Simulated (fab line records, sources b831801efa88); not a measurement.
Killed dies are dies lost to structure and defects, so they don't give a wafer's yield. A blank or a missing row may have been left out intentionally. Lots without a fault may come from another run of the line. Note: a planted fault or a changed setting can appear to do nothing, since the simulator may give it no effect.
Which tool did it? | flow gf180mcu | 7 lots, 21 wafers sampled, at 1 step of a route of 602

== WHAT EACH GAUGE READ, for each wafer ==
GF_STI_THK_MEAS_02.
lot  | measured    | on            | STI_OXIDATION_THK (nm)
L487 | day 1 16:40 | film_metro-04 | 9.64 9.82 9.91
L489 | day 2 02:31 | film_metro-02 | 9.83 9.90 9.95
L492 | day 2 19:15 | film_metro-04 | 9.85 10.09 9.96
L495 | day 3 08:32 | film_metro-04 | 9.82 9.88 9.82
L497 | day 3 18:31 | film_metro-01 | 10.00 9.92 10.00
L501 | day 4 14:31 | film_metro-04 | 9.87 9.69 9.69
L509 | day 6 06:38 | film_metro-02 | 9.65 9.66 9.68

== TOOL THAT RAN EACH LOT (tool first, then ch and the chambers of the sampled wafers, then the start) ==
The record holds no process step before these readings.

== THE ANSWER, worked out from the rows above alone ==
Rule: the lots themselves supply what counts as usual. The widest of any qualifying gaps counts: lots, ordered by their means at a reading, are off when they make up no more than a third of the lots, leave a main group of 4 or more, and stand apart from it by 3 or more times the standard deviation of that group's means. If all means in a main group match to the digits the tables above print for the reading, that group is not used. A lot without any number at a reading at which 4 lots or more have one is off too. Any other lot the step has rows for is counted as sound.
Nothing can be told from this: no lot is off at any reading shown.

== WHAT WAS PUT IN BY THE SIMULATOR ==
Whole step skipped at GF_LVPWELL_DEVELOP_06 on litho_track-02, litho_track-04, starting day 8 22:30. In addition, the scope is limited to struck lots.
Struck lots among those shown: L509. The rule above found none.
